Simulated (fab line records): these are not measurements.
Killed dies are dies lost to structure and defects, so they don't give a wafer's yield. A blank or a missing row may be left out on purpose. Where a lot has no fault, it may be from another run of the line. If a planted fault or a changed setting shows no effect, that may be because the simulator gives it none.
What tool caused it?    flow gf180mcu    72 wafers from 24 lots sampled at 4 of the route's 602 steps

## WHAT THE GAUGES READ, wafer by wafer
GF_V4_OVL_MEAS_15.
lot   measured      on          V4_OVL (nm)
L074  day 24 11:04  overlay-02  -5 -10 -3
L075  day 24 22:52  overlay-01  6 4 -1
L076  day 25 03:31  overlay-01  0 3 4
L077  day 25 15:13  overlay-01  -2 12 3
L078  day 26 05:11  overlay-01  -2 -1 -1
L079  day 26 07:22  overlay-01  -4 5 5
L080  day 26 17:52  overlay-02  -5 -2 4
L081  day 26 20:58  overlay-01  1 -2 3
L082  day 27 05:32  overlay-02  -1 0 2
L083  day 27 07:49  overlay-01  3 0 8
L084  day 27 23:46  overlay-01  -1 -2 0
L085  day 28 11:10  overlay-02  13 4 9
L086  day 28 14:01  overlay-01  -7 -6 -2
L087  day 28 22:34  overlay-01  5 11 4
L088  day 29 05:28  overlay-01  3 5 -3
L089  day 29 13:31  overlay-01  0 -2 -5
L090  day 29 20:19  overlay-02  -4 -6 -5
L091  day 29 23:31  overlay-01  -7 -5 -7
L092  day 30 05:40  overlay-02  -5 0 -7
L093  day 30 09:25  overlay-02  -6 -7 -6
L094  day 30 18:50  overlay-01  0 -1 -4
L095  day 30 22:33  overlay-02  -4 1 7
L096  day 31 06:39  overlay-01  -3 -1 -8
L097  day 31 13:11  overlay-01  5 1 -8

## WHICH TOOL RAN EACH LOT (tool, then ch and the chambers of the sampled wafers, then the start)
lot   GF_CONTACT_SPUTTER_23        GF_M1_SPUTTER_00             GF_M2_STRIP_17
L074  pvdSputter-04, day 16 02:03  pvdSputter-01, day 16 02:40  plasmaAsher-02 ch 0,1, day 19 05:10
L075  pvdSputter-02, day 16 15:31  pvdSputter-03, day 16 16:19  plasmaAsher-04 ch 0,1, day 19 19:50
L076  pvdSputter-02, day 16 19:59  pvdSputter-01, day 16 20:42  plasmaAsher-02 ch 0,1, day 19 23:10
L077  pvdSputter-01, day 17 07:31  pvdSputter-04, day 17 08:08  plasmaAsher-03 ch 0,1, day 20 12:55
L078  pvdSputter-02, day 17 23:17  pvdSputter-03, day 17 23:58  plasmaAsher-04 ch 0,1, day 21 05:31
L079  pvdSputter-02, day 18 02:04  pvdSputter-04, day 18 02:41  plasmaAsher-04 ch 0,1, day 21 06:58
L080  pvdSputter-02, day 18 13:53  pvdSputter-03, day 18 14:30  plasmaAsher-02 ch 0,1, day 21 19:41
L081  pvdSputter-02, day 18 19:02  pvdSputter-01, day 18 19:40  plasmaAsher-04 ch 0,1, day 21 23:47
L082  pvdSputter-02, day 19 05:19  pvdSputter-03, day 19 05:56  plasmaAsher-04 ch 0,1, day 22 09:55
L083  pvdSputter-02, day 19 07:59  pvdSputter-01, day 19 08:36  plasmaAsher-03 ch 0,1, day 22 11:52
L084  pvdSputter-02, day 20 01:44  pvdSputter-01, day 20 02:21  plasmaAsher-02 ch 0,1, day 23 04:55
L085  pvdSputter-04, day 20 16:56  pvdSputter-01, day 20 17:33  plasmaAsher-03 ch 0,1, day 23 19:56
L086  pvdSputter-04, day 20 18:12  pvdSputter-04, day 20 18:49  plasmaAsher-03 ch 0,1, day 23 21:25
L087  pvdSputter-04, day 21 05:11  pvdSputter-01, day 21 05:48  plasmaAsher-04 ch 0,1, day 24 07:22
L088  pvdSputter-02, day 21 13:49  pvdSputter-01, day 21 14:26  plasmaAsher-03 ch 0,1, day 24 15:04
L089  pvdSputter-04, day 22 01:02  pvdSputter-01, day 22 01:43  plasmaAsher-02 ch 0,1, day 25 01:41
L090  pvdSputter-02, day 22 08:56  pvdSputter-01, day 22 09:40  plasmaAsher-04 ch 0,1, day 25 08:13
L091  pvdSputter-04, day 22 13:23  pvdSputter-01, day 22 14:00  plasmaAsher-03 ch 0,1, day 25 12:50
L092  pvdSputter-01, day 22 22:31  pvdSputter-04, day 22 23:08  plasmaAsher-04 ch 0,1, day 25 20:38
L093  pvdSputter-04, day 23 01:19  pvdSputter-01, day 23 01:56  plasmaAsher-02 ch 0, day 25 23:33
L094  pvdSputter-02, day 23 10:23  pvdSputter-04, day 23 11:01  plasmaAsher-02 ch 0,1, day 26 08:55
L095  pvdSputter-01, day 23 17:16  pvdSputter-04, day 23 17:56  plasmaAsher-04 ch 0,1, day 26 14:16
L096  pvdSputter-04, day 24 04:03  pvdSputter-03, day 24 04:40  plasmaAsher-02 ch 0,1, day 26 23:46
L097  pvdSputter-04, day 24 10:49  pvdSputter-03, day 24 11:40  plasmaAsher-02 ch 0,1, day 27 08:11
- GF_CONTACT_SPUTTER_23: material TiN, target thk 10 nm, time 40 s.
- GF_M1_SPUTTER_00: material Ti, target thk 37.5 nm, time 150 s.
- GF_M2_STRIP_17: strips in O2/N2.

## WHAT THE TOOLS THEMSELVES READ (means of the sampled wafers that have a number; where no wafer has one, the mark that the record gives instead)
GF_CONTACT_SPUTTER_23.
lot   tool           throttleValvePct (%)
L074  pvdSputter-04  30.3
L075  pvdSputter-02  30.2
L076  pvdSputter-02  30.1
L077  pvdSputter-01  29.3
L078  pvdSputter-02  30.4
L079  pvdSputter-02  30.2
L080  pvdSputter-02  30.4
L081  pvdSputter-02  30.1
L082  pvdSputter-02  30.0
L083  pvdSputter-02  30.4
L084  pvdSputter-02  30.0
L085  pvdSputter-04  30.3
L086  pvdSputter-04  30.2
L087  pvdSputter-04  30.2
L088  pvdSputter-02  30.4
L089  pvdSputter-04  30.6
L090  pvdSputter-02  30.0
L091  pvdSputter-04  30.1
L092  pvdSputter-01  29.8
L093  pvdSputter-04  29.8
L094  pvdSputter-02  30.1
L095  pvdSputter-01  30.5
L096  pvdSputter-04  29.8
L097  pvdSputter-04  30.1

GF_M1_SPUTTER_00.
lot   tool           throttleValvePct (%)
L074  pvdSputter-01  29.7
L075  pvdSputter-03  29.9
L076  pvdSputter-01  29.5
L077  pvdSputter-04  29.0
L078  pvdSputter-03  29.9
L079  pvdSputter-04  29.7
L080  pvdSputter-03  29.7
L081  pvdSputter-01  29.6
L082  pvdSputter-03  29.1
L083  pvdSputter-01  30.1
L084  pvdSputter-01  29.3
L085  pvdSputter-01  29.8
L086  pvdSputter-04  30.3
L087  pvdSputter-01  29.9
L088  pvdSputter-01  29.8
L089  pvdSputter-01  29.5
L090  pvdSputter-01  29.9
L091  pvdSputter-01  29.8
L092  pvdSputter-04  29.6
L093  pvdSputter-01  28.9
L094  pvdSputter-04  30.4
L095  pvdSputter-04  29.9
L096  pvdSputter-03  29.6
L097  pvdSputter-03  29.3

GF_M2_STRIP_17.
lot   tool            drypumpMotorCurrentA (A)  heaterPowerW (W)  oesProductAu (a.u.)  stripTimeToEndpointS (s)
L074  plasmaAsher-02  6.3                       352               0.560                7.93
L075  plasmaAsher-04  5.5                       347               0.560                7.84
L076  plasmaAsher-02  6.3                       348               0.564                7.96
L077  plasmaAsher-03  5.5                       320               0.557                7.83
L078  plasmaAsher-04  5.6                       338               0.558                7.85
L079  plasmaAsher-04  5.5                       345               0.556                7.77
L080  plasmaAsher-02  5.9                       362               0.557                7.90
L081  plasmaAsher-04  5.5                       337               0.559                7.85
L082  plasmaAsher-04  5.5                       338               0.560                7.81
L083  plasmaAsher-03  5.7                       315               0.558                7.79
L084  plasmaAsher-02  5.9                       361               0.556                7.83
L085  plasmaAsher-03  5.5                       322               0.555                7.85
L086  plasmaAsher-03  5.7                       317               0.560                7.92
L087  plasmaAsher-04  5.5                       348               0.552                7.83
L088  plasmaAsher-03  5.7                       308               0.559                7.91
L089  plasmaAsher-02  6.3                       344               0.557                7.85
L090  plasmaAsher-04  5.5                       341               0.556                7.85
L091  plasmaAsher-03  5.5                       321               0.566                7.93
L092  plasmaAsher-04  5.6                       339               0.560                7.87
L093  plasmaAsher-02  6.6                       342               0.557                7.82
L094  plasmaAsher-02  5.9                       362               0.554                7.82
L095  plasmaAsher-04  5.5                       342               0.556                7.81
L096  plasmaAsher-02  5.9                       361               0.555                7.87
L097  plasmaAsher-02  6.3                       348               0.560                7.89

## THE ANSWER, worked out from the rows above alone
Rule: the lots themselves supply what counts as usual. The widest of any qualifying gaps counts: lots, ordered by their means at a reading, are off when they make up no more than a third of the lots, leave a main group of 4 or more, and stand apart from it by 3 or more times the standard deviation of that group's means. If all means in a main group match to the digits the tables above print for the reading, that group is not used. Also off: a lot with no number at a reading for which 4 or more lots have one. Where the step has rows for the other lots, those lots are counted as sound. First the gauges in route order, then the tools' own readings, where a lot's mean is used as printed above. The first step at which some lot is off is used, and at that step the reading that is off furthest; a lot without a number counts as furthest.
None of the lots is off at any reading shown; this tells nothing.

## WHAT WAS PUT IN BY THE SIMULATOR
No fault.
